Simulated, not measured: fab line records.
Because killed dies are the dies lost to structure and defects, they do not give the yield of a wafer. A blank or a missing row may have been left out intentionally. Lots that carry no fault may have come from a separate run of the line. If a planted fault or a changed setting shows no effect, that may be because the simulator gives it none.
fab line records	flow gf180mcu
record: lots: 6	wafers: 18	lastDay: 33
route steps=602 shown POLY_GATE@161
lots with no fault: from the same line, run without faults
startH: start of the lot's first displayed wafer, in hours after the record's first day	waitH: hours elapsed since this lot's preceding step	" the same as in the row above	L1.1+2: a row that stands for several wafers	- value missing, or start not given	* or withheld: withheld	< > ~ a bound
route shown NAME@n: NAME is a module with steps in the file, n the number in the route of the first one	usual: mean/standard deviation of fault-free wafers	same: alike in all rows	chamber/n: place in a boat	sites: the reading at each site	_std_site: the standard deviation of these	_edge_site: outer sites' mean less inner sites'	radiusMm: how far each site lies from the wafer's centre	mask NAME#n: copy n	behind: tool/chamber where the wafer was last shaped	hold: cause of the lot's hold/its duration in hours/its outcome	device: the transistor (n, p or np) that didn't switch	end of line: tests run on the same wafers once the route is complete	a step with no rows: only its recipe	killed: count of dies lost to structure and defects at first sort (not the wafer's yield)	map: the dies of a wafer, with x for killed, . for not killed, _ for no die there
set.NAME: the run value of the setting; set.NAME@STEP: its run value at that earlier step	model.NAME: the simulator's own value behind a step, which no gauge read
lots seen at some steps along the route; tables by step, rows by wafer
services: a tool's chamber out of use, with start hour (startH, from the record's first day; less than 0 if before it), hours out, and reason
== steps ==
step: GF_POLY_GATE_COAT_04
recipe: resist: BARC	tempC: withheld	timeS: withheld	spinRpm: withheld	resistThkNm: withheld
step: GF_POLY_GATE_COAT_05
recipe: resist: KrF	spinRpm: withheld	resistThkNm: 709.9
step: GF_POLY_GATE_SOFTBAKE_06
recipe: tempC: 130	timeS: 60	resist: KrF
step: GF_POLY_GATE_EXPOSE_07
recipe: maskId: Poly2	targetCdNm: 280	na: 0.68	sourceShape: conventional	sigmaOuter: 0.6	doseMj: 28
step: GF_POLY_GATE_PEB_08
recipe: pebTempC: 135	pebTimeS: 90	resist: KrF
step: GF_POLY_GATE_DEVELOP_09
recipe: developTimeS: 60	resist: KrF	devTempC: 19.9
step: GF_POLY_GATE_CD_MEAS_10
recipe: targetCdNm: 280
usual: cdNm: 280.1/1.1
lot.wafer	tool	chamber	startH	waitH	cdNm
L692.1	cdSem-02	-	206.40	0.2	281.1
L692.4	"	-	"	"	281.6
L692.5	"	-	"	"	281.1
L693.3	cdSem-02	-	211.93	0.1	278.4
L693.5	"	-	"	"	278.3
L693.6	"	-	"	"	278.2
L697.1	cdSem-02	-	251.23	0.1	278.7
L697.3	"	-	"	"	277.8
L697.4	"	-	"	"	277.9
L703.2	cdSem-01	-	294.30	0.1	279.5
L703.4	"	-	"	"	279.7
L703.5	"	-	"	"	280.7
L702.1	cdSem-02	-	295.23	0.1	280.8
L702.3	"	-	"	"	279.9
L702.4	"	-	"	"	281.0
L707.1	cdSem-01	-	322.42	0.1	280.7
L707.3	"	-	"	"	279.3
L707.4	"	-	"	"	280.8
step: GF_POLY_GATE_OVL_MEAS_11
usual: POLY_GATE_OVL: 0/6
lot.wafer	tool	chamber	startH	waitH	POLY_GATE_OVL[nm]
L692.1	overlay-02	-	206.52	0.1	-3
L692.4	"	-	"	"	-3
L692.5	"	-	"	"	-6
L693.3	overlay-01	-	212.02	0.1	2
L693.5	"	-	"	"	9
L693.6	"	-	"	"	7
L697.1	overlay-01	-	251.35	0.1	-6
L697.3	"	-	"	"	-9
L697.4	"	-	"	"	-7
L703.2	overlay-01	-	294.40	0.1	-4
L703.4	"	-	"	"	0
L703.5	"	-	"	"	-7
L702.1	overlay-02	-	295.35	0.1	-10
L702.3	"	-	"	"	-16
L702.4	"	-	"	"	0
L707.1	overlay-01	-	322.54	0.1	4
L707.3	"	-	"	"	2
L707.4	"	-	"	"	-2
step: GF_POLY_GATE_ETCH_12
recipe: chemistry: N2/H2	targetDepthA: withheld	overetchA: withheld	timeS: withheld	target: BARC	ionEnergyEv: 200	sourceW: 500	biasW: 100	pressureMtorr: 30	n2FlowSccm: 100	h2FlowSccm: 200
usual: drypumpMotorCurrentA: 5.6/0.33	oesProductAu: 0.736/0.0043	throttleValvePct: 13.215/0.0086
lot.wafer	tool	chamber	startH	waitH	drypumpMotorCurrentA	oesProductAu	throttleValvePct
L692.1	rieDiel-03	0	206.55	0.0	6.5	0.731	13.213
L692.4	"	1	"	"	5.9	0.738	13.218
L692.5	"	1	"	"	5.9	0.736	13.213
L693.3	rieDiel-03	1	212.04	0.0	5.9	0.736	13.213
L693.5	"	3	"	"	4.8	0.739	13.227
L693.6	"	0	"	"	6.4	0.729	13.219
L697.1	rieDiel-01	2	251.38	0.0	5.5	0.731	13.217
L697.3	"	0	"	"	5.9	0.730	13.221
L697.4	"	3	"	"	5.5	0.737	13.216
L703.2	rieDiel-01	2	294.43	0.0	5.5	0.737	13.215
L703.4	"	1	"	"	5.9	0.743	13.229
L703.5	"	3	"	"	5.4	0.738	13.234
L702.1	rieDiel-04	2	295.38	0.0	5.5	0.746	13.233
L702.3	"	0	"	"	5.3	0.736	13.219
L702.4	"	1	"	"	5.8	0.733	13.212
L707.1	rieDiel-04	3	322.57	0.0	5.6	0.731	13.223
L707.3	"	2	"	"	5.5	0.738	13.219
L707.4	"	2	"	"	5.5	0.744	13.211
step: GF_POLY_GATE_ETCH_13
recipe: target: poly-Si	targetDepthNm: 198.5	stopOn: SiO2	overEtchFrac: 0.403	chemistry: HBr/Cl2	icpW: 400	biasW: 100	pressureMtorr: 10	HBr_flow_sccm: 150	Cl2_flow_sccm: 50	timeS: 69.6
usual: drypumpMotorCurrentA: 5.6/0.52	oesProductAu: 0.993/0.0062	throttleValvePct: 33.684/0.0088
lot.wafer	tool	chamber	startH	waitH	drypumpMotorCurrentA	oesProductAu	rfHoursCounterH	throttleValvePct
L692.1	rieSi-01	3	206.60	-	5.6	0.995	24	33.676
L692.4	"	0	"	"	6.6	0.997	38	33.690
L692.5	"	1	"	"	5.8	0.996	-	33.670
L693.3	rieSi-02	1	212.09	-	5.2	0.999	2	33.677
L693.5	"	2	"	"	5.9	0.998	-	33.683
L693.6	"	1	"	"	5.2	0.994	-	33.691
L697.1	rieSi-02	3	251.43	-	4.9	0.990	48	33.679
L697.3	"	2	"	"	6.0	0.993	19	33.669
L697.4	"	1	"	"	5.2	0.985	2	33.688
L703.2	rieSi-01	2	294.48	-	5.2	0.989	3	33.667
L703.4	"	3	"	"	5.6	0.997	25	33.679
L703.5	"	1	"	"	5.9	0.991	-	33.680
L702.1	rieSi-02	0	295.43	-	5.1	0.990	1	33.676
L702.3	"	3	"	"	4.9	0.992	48	33.674
L702.4	"	2	"	"	5.9	0.986	20	33.675
L707.1	rieSi-02	2	322.63	-	5.9	0.988	20	33.685
L707.3	"	0	"	"	5.1	0.988	1	33.692
L707.4	"	3	"	"	4.9	0.996	49	33.675
step: GF_POLY_GATE_STRIP_14
recipe: chemistry: O2/N2	powerW: 1400	pressureMtorr: 1500	platenTempC: 250	o2FlowSccm: 3000	n2FlowSccm: 300	overashFraction: 0.5
usual: drypumpMotorCurrentA: 5.6/0.37	heaterPowerW: 326/18	oesProductAu: 0.509/0.0044
lot.wafer	tool	chamber	startH	waitH	drypumpMotorCurrentA	heaterPowerW	oesProductAu	rfHoursCounterH
L692.1	plasmaAsher-02	1	206.66	0.0	5.6	343	0.507	10
L692.4	"	1	"	"	5.7	340	0.502	-
L692.5	"	0	"	"	5.5	355	0.510	-
L693.3	plasmaAsher-02	0	212.18	0.1	5.5	346	0.510	-
L693.5	"	0	"	"	5.6	357	0.506	-
L693.6	"	1	"	"	5.7	341	0.513	-
L697.1	plasmaAsher-04	1	251.49	0.0	5.7	323	0.506	61
L697.3	"	1	"	"	5.7	325	0.509	-
L697.4	"	0	"	"	5.3	331	0.515	-
L703.2	plasmaAsher-04	1	294.54	0.0	5.7	316	0.502	65
L703.4	"	1	"	"	5.7	320	0.512	-
L703.5	"	1	"	"	5.7	330	0.515	-
L702.1	plasmaAsher-02	1	295.49	0.0	5.7	337	0.505	20
L702.3	"	0	"	"	5.5	353	0.511	-
L702.4	"	1	"	"	5.7	334	0.507	-
L707.1	plasmaAsher-04	0	322.68	0.0	5.3	331	0.510	68
L707.3	"	1	"	"	5.7	326	0.506	-
L707.4	"	0	"	"	5.3	331	0.509	-
step: GF_POLY_GATE_CLEAN_15
recipe: chemistry: SC1/SC2	mix: 1:4:20	tempC: 70	timeS: 150	dry: n2Spin
step: GF_POLY_GATE_OXIDATION_16
recipe: tempC: 850	ambient: O2	stabiliseS: 600	purgeS: 300	targetThkA: 40	oxTimeS: 899
usual: oxTempC: 850.0/0.43	oxTempCMax: 855.0/1.7
lot.wafer	tool	chamber	startH	waitH	oxTempC	oxTempCMax
L692.1	furnace-02	-	206.81	0.0	-	-
L692.4	"	-	"	"	-	-
L692.5	"	-	"	"	-	-
L693.3	furnace-01	-	214.03	1.7	-	-
L693.5	"	-	"	"	-	-
L693.6	"	-	"	"	-	-
L697.1	furnace-01	0	253.33	1.7	849.9	852.6
L697.3	"	0	"	"	850.2	853.5
L697.4	"	0	"	"	849.5	853.2
L703.2	furnace-02	0	295.59	0.9	850.3	855.8
L703.4	"	0	"	"	849.3	854.6
L703.5	"	0	"	"	849.7	855.9
L702.1	furnace-02	0	296.84	1.2	850.3	856.5
L702.3	"	0	"	"	849.9	857.0
L702.4	"	0	"	"	850.1	856.6
L707.1	furnace-02	0	322.83	0.0	849.9	856.9
L707.3	"	0	"	"	849.6	856.2
L707.4	"	0	"	"	850.3	855.5
step: GF_POLY_GATE_CD_MEAS_18
usual: cdNm: 280.4/1.5
lot.wafer	tool	chamber	startH	waitH	hold	cdNm
L692.1	cdSem-02	-	212.01	3.7	awaitDispo/3.4h/release	281.3
L692.4	"	-	"	"	awaitDispo/3.4h/release	281.2
L692.5	"	-	"	"	awaitDispo/3.4h/release	282.2
L693.3	cdSem-02	-	218.28	2.6	awaitDispo/2.5h/release	279.0
L693.5	"	-	"	"	awaitDispo/2.5h/release	277.2
L693.6	"	-	"	"	awaitDispo/2.5h/release	279.2
L697.1	cdSem-02	-	254.64	0.1	-	278.2
L697.3	"	-	"	"	-	277.9
L697.4	"	-	"	"	-	278.2
L703.2	cdSem-02	-	296.93	0.1	-	280.5
L703.4	"	-	"	"	-	281.5
L703.5	"	-	"	"	-	281.5
L702.1	cdSem-01	-	298.15	0.1	-	281.3
L702.3	"	-	"	"	-	279.0
L702.4	"	-	"	"	-	279.9
L707.1	cdSem-02	-	324.14	0.1	-	280.6
L707.3	"	-	"	"	-	279.8
L707.4	"	-	"	"	-	280.9
== services ==
tool	chamber	startH	hours	kind
rieSi-02	0	188.10	-	clean
rieSi-02	0	188.10	14.2	scheduledDown
rieSi-02	0	188.10	14.2	ventCycle
plasmaAsher-04	-	198.28	0.5	repair
rieSi-02	1	201.51	1.4	repair
furnace-02	-	211.52	3.1	pm
furnace-02	-	214.63	3.1	pm
rieDiel-03	1	224.59	2.4	repair
rieDiel-04	1	225.11	1.2	repair
furnace-01	-	231.27	2.7	pm
rieDiel-04	1	263.22	5.4	repair
furnace-01	-	264.37	3.0	pm
rieDiel-01	-	268.00	15.6	pm
rieDiel-01	2	299.64	-	clean
rieDiel-01	2	299.64	17.3	scheduledDown
rieDiel-01	2	299.64	17.3	ventCycle
rieSi-01	0	307.10	1.9	repair
plasmaAsher-02	-	313.43	2.4	repair
rieDiel-04	1	316.75	-	clean
rieDiel-04	1	316.75	28.5	scheduledDown
rieDiel-04	1	316.75	28.5	ventCycle
== key ==
firstSign: step: GF_POLY_GATE_OXIDATION_16	reading: toolRecord	direction: missing
effect none on later readings
metAt GF_POLY_GATE_OXIDATION_16
struckWafers L692.1,L692.4,L692.5,L693.3,L693.5,L693.6
laterRowsLeftOut L692.1,L692.4,L692.5,L693.3,L693.5,L693.6
sortLeftOut L692.1,L692.4,L692.5,L693.3,L693.5,L693.6
testerLeftOut L692,L693
fault: kind: skippedStepWhole	tool: furnace-01,furnace-02	chamber: -	onsetH: 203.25	steps: GF_POLY_GATE_OXIDATION_16	scope: struckLotsOnly
testerLeftOut: of these lots the tester's yield and bins aren't shown, on N5 and GAA mostly nor the transistor test; their killed dies are dies lost to structure and defects alone, not to doping, threshold or leakage, so they don't give the yield
sortLeftOut: the simulated sort isn't trusted on such a fault, so these wafers' sort isn't shown, and their yield isn't known
laterRowsLeftOut: the simulator's readings of these wafers behind a module that went badly wrong aren't trusted and aren't shown, but for the sort
